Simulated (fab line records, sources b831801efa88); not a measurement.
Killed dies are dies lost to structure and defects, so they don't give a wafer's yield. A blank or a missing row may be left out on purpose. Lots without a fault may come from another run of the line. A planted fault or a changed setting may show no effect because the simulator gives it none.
Which tool did it? | flow sky130 | 11 lots, 33 wafers sampled, at 5 steps of a route of 708

WHAT THE GAUGES READ, wafer by wafer
SKY_VIA2_THK_MEAS_23: measures by xrf.
lot  | measured     | on            | VIA2_W_THK (nm)
L188 | day 36 04:06 | film_metro-01 | 422 428 422
L189 | day 36 13:43 | film_metro-02 | 419 424 413
L191 | day 37 20:48 | film_metro-01 | 420 429 431
L199 | day 40 03:11 | film_metro-03 | 416 423 413
L201 | day 40 14:53 | film_metro-03 | 419 416 419
L202 | day 40 19:14 | film_metro-01 | 426 430 424
L203 | day 40 21:33 | film_metro-01 | 423 424 426
L206 | day 42 02:32 | film_metro-02 | 411 417 412
L207 | day 42 07:52 | film_metro-01 | 420 416 430
L210 | day 42 19:23 | film_metro-03 | 417 409 414
L211 | day 43 06:58 | film_metro-01 | 431 425 428

WHICH TOOL RAN EACH LOT (tool, then ch and the chambers of the sampled wafers, then the start)
lot  | SKY_VIA1_ETCH_14                   | SKY_METAL2_STRIP_20                  | SKY_VIA2_COAT_07                  | SKY_VIA2_STRIP_16
L188 | rie_diel-03 ch 0,1,2, day 33 19:23 | plasma_asher-01 ch 0,1, day 34 23:26 | litho_track-01 ch 0, day 35 13:00 | plasma_asher-02 ch 0,1, day 36 03:07
L189 | rie_diel-01 ch 0,2, day 34 03:52   | plasma_asher-02 ch 0,1, day 35 08:51 | litho_track-04 ch 0, day 35 23:00 | plasma_asher-02 ch 0,1, day 36 12:49
L191 | rie_diel-01 ch 0,1,3, day 35 07:39 | plasma_asher-04 ch 0,1, day 36 16:43 | litho_track-04 ch 0, day 37 06:00 | plasma_asher-03 ch 0,1, day 37 19:52
L199 | rie_diel-03 ch 1,2,3, day 37 20:26 | plasma_asher-02 ch 0,1, day 38 23:45 | litho_track-01 ch 0, day 39 13:00 | plasma_asher-03 ch 0,1, day 40 02:17
L201 | rie_diel-04 ch 0,1,2, day 38 09:00 | plasma_asher-04 ch 0,1, day 39 12:20 | litho_track-01 ch 0, day 40 01:00 | plasma_asher-02 ch 0,1, day 40 13:58
L202 | rie_diel-01 ch 1,2, day 38 14:39   | plasma_asher-01 ch 0,1, day 39 17:53 | litho_track-04 ch 0, day 40 06:00 | plasma_asher-02 ch 0,1, day 40 18:19
L203 | rie_diel-01 ch 0,2, day 38 16:29   | plasma_asher-01 ch 0,1, day 39 18:59 | litho_track-04 ch 0, day 40 08:00 | plasma_asher-03 ch 0,1, day 40 20:37
L206 | rie_diel-04 ch 0,1,3, day 39 22:17 | plasma_asher-02 ch 0,1, day 41 00:41 | litho_track-02 ch 0, day 41 13:00 | plasma_asher-03 ch 0,1, day 42 01:38
L207 | rie_diel-01 ch 2,3, day 40 04:37   | plasma_asher-04 ch 0,1, day 41 06:11 | litho_track-02 ch 0, day 41 18:00 | plasma_asher-03 ch 0,1, day 42 06:58
L210 | rie_diel-04 ch 0,2, day 40 15:04   | plasma_asher-01 ch 0,1, day 41 17:47 | litho_track-04 ch 0, day 42 06:00 | plasma_asher-03 ch 0,1, day 42 18:28
L211 | rie_diel-03 ch 0,1,2, day 41 03:18 | plasma_asher-02 ch 0,1, day 42 04:54 | litho_track-04 ch 0, day 42 17:00 | plasma_asher-01 ch 0,1, day 43 06:01
- SKY_VIA1_ETCH_14: etches BARC in N2/H2, stops on SiO2, time 45.9 s, target depth 60 nm.
- SKY_METAL2_STRIP_20: strips in O2/N2.
- SKY_VIA2_COAT_07: resist thk 450 nm.
- SKY_VIA2_STRIP_16: strips in O2/N2.

THE ANSWER, worked out from the rows above alone
Rule: what is usual is taken from the lots themselves. Put in order of their means at a reading, lots are off if they are a third of the lots or fewer, leave a main group of 4 or more, and stand apart from it by a gap of 3 or more times the standard deviation of the main group's means; of several such gaps the widest counts. A main group whose means are all the same, to the digits that the tables above print for the reading, isn't used. A lot without any number at a reading at which 4 lots or more have one is off too. The other lots that the step has rows for count as sound.
No lot is off at any reading shown: from this, nothing can be told.

WHAT THE SIMULATOR HAD PUT IN
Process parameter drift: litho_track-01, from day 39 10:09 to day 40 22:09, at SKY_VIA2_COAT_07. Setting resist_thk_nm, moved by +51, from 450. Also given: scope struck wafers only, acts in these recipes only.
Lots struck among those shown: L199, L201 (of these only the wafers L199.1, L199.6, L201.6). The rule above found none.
